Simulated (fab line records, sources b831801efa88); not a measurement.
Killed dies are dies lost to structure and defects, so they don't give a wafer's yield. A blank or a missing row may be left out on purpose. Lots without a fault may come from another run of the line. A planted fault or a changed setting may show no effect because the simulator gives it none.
A struck lot beside a sound one | flow sky130 | 16 steps out of a route of 708
Sound: wafers L940.2, L940.5, L940.6. Struck: wafers L935.2, L935.3, L935.6. The cause comes at the end.
At each step with rows: each side's tool, then ch and its chambers, then its first start. Under that, the readings that differ: sound wafers | struck wafers | difference of the means | sigmas: that difference in standard deviations of wafers without a fault.
alike: readings whose means differ by less than 2 such deviations, and words and numbers that are the same on both sides. not compared: withheld readings, readings that some wafer has no value for, bounds like >300 that may hide the same value, and numbers for which the record gives no deviation and whose values overlap.
The two part at a step that has a row with sigmas, a row that says differs or no value, or rows on one side only. Numbers that don't overlap but have no deviation are shown without sigmas and don't part them. A reading that every wafer of one side lacks parts them only if that side has two wafers or more.

first, 8 steps without rows for these wafers: SKY_METAL2_DEHYDRATE_07 (time 60 s); SKY_METAL2_HMDS_08 (prime time 60 s); SKY_METAL2_COAT_09 (resist thk 60 nm); SKY_METAL2_COAT_10 (resist thk 450 nm); SKY_METAL2_SOFTBAKE_11 (time 90 s); SKY_METAL2_EXPOSE_12 (exposes mask MM2, target cd 140 nm); SKY_METAL2_PEB_13; SKY_METAL2_DEVELOP_14 (develop time 60 s).
SKY_METAL2_CD_MEAS_15: target cd 140 nm.
  sound on cd_sem-02, day 39 17:56; struck on cd_sem-02, day 38 04:56
  reading    | sound             | struck            | difference | sigmas
  cd_nm (nm) | 137.2 139.1 137.4 | 142.5 140.3 142.5 | +3.9       | +3
SKY_METAL2_OVL_MEAS_16:
  sound on overlay-02, day 39 18:02; struck on overlay-01, day 38 05:02
  reading         | sound  | struck  | difference | sigmas
  METAL2_OVL (nm) | 9 2 10 | -4 2 -6 | -10        | -2
SKY_METAL2_DESCUM_17: chemistry O2, time 8 s.
  sound on rie_metal-01 ch 0,1, day 39 18:04; struck on rie_metal-04 ch 0,1, day 38 05:04
  alike: chamber_pressure_mTorr, drypump_motor_current_A, oes_product_au
  not compared: rf_hours_counter_h
SKY_METAL2_ETCH_18: etches BARC in N2/H2, stops on SiO2, time 45.9 s, target depth 60 nm.
  sound on rie_metal-01 ch 0,1, day 39 18:05; struck on rie_metal-04 ch 0,1, day 38 05:06
  alike: bias_w, chamber_pressure_mTorr, drypump_motor_current_A, oes_product_au, throttle_valve_pct
  not compared: rf_hours_counter_h
SKY_METAL2_METAL_ETCH_19: etches the open film in Cl2/BCl3, stops on SiO2, target depth 360 nm, time 78 s.
  sound on rie_metal-01 ch 0,1, day 39 18:10; struck on rie_metal-04 ch 0,1, day 38 05:10
  no value came back on the struck wafers for any of 6 readings (bcl3_flow_sccm (sccm), bias_w (W) and others); on the sound wafers bcl3_flow_sccm (sccm) reads 30.07 30.13 29.90
  reading                                       | sound             | struck            | difference | sigmas
  model.KrF-thick_of_METAL2_COAT_10.thk_nm (nm) | 152.3 151.7 157.6 | 393.2 391 391.1   | +237.9     |
  model.SiO2_of_VIA1_HDPCVD_00.thk_nm (nm)      | 325.4 325.1 324.3 | 335.9 333.9 334.7 | +9.9       |
  not compared: rf_hours_counter_h
SKY_METAL2_STRIP_20: strips in O2/N2.
  sound on plasma_asher-01 ch 0,1, day 39 18:15; struck on plasma_asher-01 ch 0,1, day 38 05:16
  reading                      | sound             | struck            | difference | sigmas
  oes_product_au (a.u.)        | 0.345 0.342 0.348 | 0.446 0.447 0.444 | +0.101     | +21
  strip_time_to_endpoint_s (s) | 2.63 2.62 2.68    | 5.20 5.19 5.18    | +2.55      | +57
  alike: chamber_pressure_mTorr, drypump_motor_current_A
  not compared: rf_hours_counter_h
then, 1 step without rows for these wafers: SKY_METAL2_STRIP_21 (strips in post etch residue remover, time 1200 s).
-- the record jumps here: 10 days lie between the struck wafers' starts before and after (it left off in module METAL2 and takes up again in module PAD_OPEN, whose first step shown is number 708 of the route) --
SKY_PAD_OPEN_PROBE_99:
  sound on prober-01, day 49 12:02; struck on prober-02, day 48 05:37
  reading                  | sound          | struck                                                               | difference                   | sigmas
  hold                     | - - -          | await_dispo/4.5h/scrap await_dispo/4.5h/scrap await_dispo/4.5h/scrap | no value on the sound wafers |
  defect_limited_yield (%) | 81.1 83.3 84.1 | 0 0 0                                                                | -83                          | -44
  killed_at_M0_to_M3       | 52 41 41       | 442 454 455                                                          | +406                         | +56
  killed_dies              | 93 82 78       | 492 492 492                                                          | +408                         | +44
  killed_on_rim            | 23 13 13       | 96 96 96                                                             | +80                          | +20
  sort_bin_5_function (%)  | 11.2 10.2 10.6 | 91.7 93.9 94.1                                                       | +82.6                        | +55
  sort_n_pass              | 399 410 414    | 0 0 0                                                                | -408                         | -44
  sort_yield_pct (%)       | 81.1 83.3 84.1 | 0 0 0                                                                | -83                          | -44
  alike: killed_at_M4_up, killed_at_contacts, killed_at_front_end, killed_at_other, killed_open, killed_short, sort_bin_3_pad_short, sort_bin_6_memory

WHERE THEY PART
First at SKY_METAL2_CD_MEAS_15; last, within this record, at SKY_PAD_OPEN_PROBE_99.

WHY: what the simulator had put in
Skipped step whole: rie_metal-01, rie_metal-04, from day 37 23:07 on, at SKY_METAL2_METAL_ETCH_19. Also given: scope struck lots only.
